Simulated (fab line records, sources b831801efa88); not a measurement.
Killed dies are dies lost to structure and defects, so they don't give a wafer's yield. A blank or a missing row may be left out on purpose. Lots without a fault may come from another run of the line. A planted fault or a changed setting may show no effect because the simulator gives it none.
A struck lot beside a sound one | flow sky130 | 17 steps out of a route of 708
Sound: wafers L555.2, L555.5, L555.6. Struck: wafers L562.2, L562.4, L562.5. The cause comes at the end.
At each step with rows: each side's tool, then ch and its chambers, then its first start. Under that, the readings that differ: sound wafers | struck wafers | difference of the means | sigmas: that difference in standard deviations of wafers without a fault.
alike: readings whose means differ by less than 2 such deviations, and words and numbers that are the same on both sides. not compared: withheld readings, readings that some wafer has no value for, bounds like >300 that may hide the same value, and numbers for which the record gives no deviation and whose values overlap.
The two part at a step that has a row with sigmas, a row that says differs or no value, or rows on one side only. Numbers that don't overlap but have no deviation are shown without sigmas and don't part them. A reading that every wafer of one side lacks parts them only if that side has two wafers or more.

first, 5 steps without rows for these wafers: SKY_SD_N_COAT_02 (resist thk 1140 nm); SKY_SD_N_SOFTBAKE_03 (time 60 s); SKY_SD_N_EXPOSE_04 (exposes mask NSDM, target cd 380 nm); SKY_SD_N_PEB_05; SKY_SD_N_DEVELOP_06 (develop time 60 s).
SKY_SD_N_CD_MEAS_07: target cd 380 nm.
  sound on cd_sem-02, day 31 13:48; struck on cd_sem-01, day 34 08:24
  alike: cd_nm
SKY_SD_N_OVL_MEAS_08:
  sound on overlay-01, day 31 13:55; struck on overlay-01, day 34 08:31
  alike: SD_N_OVL
then, 2 steps without rows for these wafers: SKY_SD_N_IMPLANT_09; SKY_SD_N_IMPLANT_10.
SKY_SD_N_STRIP_11: strips in O2/N2.
  sound on plasma_asher-02 ch 0,1, day 31 14:14; struck on plasma_asher-02 ch 0,1, day 34 08:50
  alike: drypump_motor_current_A, oes_product_au, strip_time_to_endpoint_s
  not compared: rf_hours_counter_h
SKY_SD_N_TW_MEAS_12:
  sound on film_metro-01, day 31 14:21; struck on film_metro-02, day 34 08:57
  alike: SD_N_TW
then, 1 step without rows for these wafers: SKY_SD_N_CLEAN_13 (cleans in SC1/SC2, time 150 s).
SKY_SD_N_RTA_14: time 2 s.
  sound on rtp_anneal-02 ch 0, day 31 14:28; struck on rtp_anneal-02 ch 0, day 34 09:04
  reading            | sound                | struck               | difference | sigmas
  lamp_power_pct (%) | 15.81 15.67 15.77    | 15.99 16.12 16.03    | +0.30      | +5
  wafer_temp_C_max   | 1079.1 1077.5 1079.1 | 1094.5 1096.2 1094.1 | +16.4      | +12
SKY_SD_N_RS_MEAS_16: measures by four-point-probe.
  sound on film_metro-01, day 31 14:39; struck on film_metro-01, day 34 09:15
  reading          | sound             | struck            | difference | sigmas
  SD_N_RS (ohm/sq) | 68.66 68.57 68.70 | 65.47 65.38 65.33 | -3.25      | -30
SKY_SD_N_RS_MEAS_17: measures by four-point-probe.
  sound on film_metro-01, day 31 14:46; struck on film_metro-01, day 34 09:22
  reading          | sound             | struck            | difference | sigmas
  SD_P_RS (ohm/sq) | 147.0 147.0 147.5 | 132.3 131.8 132.0 | -15.1      | -41
SKY_SD_N_RS_MEAS_18: measures by four-point-probe.
  sound on film_metro-01, day 31 14:53; struck on film_metro-01, day 34 09:29
  reading               | sound             | struck            | difference | sigmas
  RES_XHIGH_RS (ohm/sq) | 334.9 335.5 333.5 | 331.6 330.9 331.8 | -3.2       | -3
-- the record jumps here: 16 days lie between the struck wafers' starts before and after (it left off in module SD_N and takes up again in module PAD_OPEN, whose first step shown is number 708 of the route) --
SKY_PAD_OPEN_PROBE_99:
  sound on prober-01, day 48 14:29; struck on prober-02, day 50 09:31
  reading                              | sound             | struck            | difference | sigmas
  model.etest.res_xhigh_po.line_ohm_um | 5871 5902 5935    | 4847 4505 4933    | -1141      |
  model.etest.res_xhigh_po.rs_ohm_sq   | 2037 2088 2097    | 1695 1592 1715    | -407       |
  model.etest.pfet_01v8.r_on_ohm_um    | 2960 2984 2944    | 2689 2719 2669    | -270       |
  model.etest.res_pdiff.line_ohm_um    | 1404 1418 1437    | 1241 1217 1231    | -190       |
  model.etest.res_high_po.line_ohm_um  | 754.5 757.1 760.5 | 662.2 635.9 683.6 | -96.8      |
  model.etest.licon_high_po.rc_ohm     | 361.7 342.3 349.1 | 287.2 274.9 286.8 | -68.1      |
  model.etest.res_ndiff.line_ohm_um    | 791.2 782.1 794.5 | 729.9 704.9 722   | -70.3      |
  model.etest.res_high_po.rs_ohm_sq    | 262.9 265.8 268.1 | 234.1 225.6 236.6 | -33.5      |
  alike: killed_at_M0_to_M3, killed_at_M4_up, killed_at_contacts, killed_at_front_end, killed_at_other, killed_dies, killed_open, killed_short

WHERE THEY PART
First at SKY_SD_N_RTA_14; last, within this record, at SKY_SD_N_RS_MEAS_18. Later steps at which nothing parts them and some readings are alike: SKY_PAD_OPEN_PROBE_99.

WHY: what the simulator had put in
Process parameter drift: rtp_anneal-02, from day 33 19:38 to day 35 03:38, at SKY_SD_N_RTA_14. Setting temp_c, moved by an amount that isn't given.
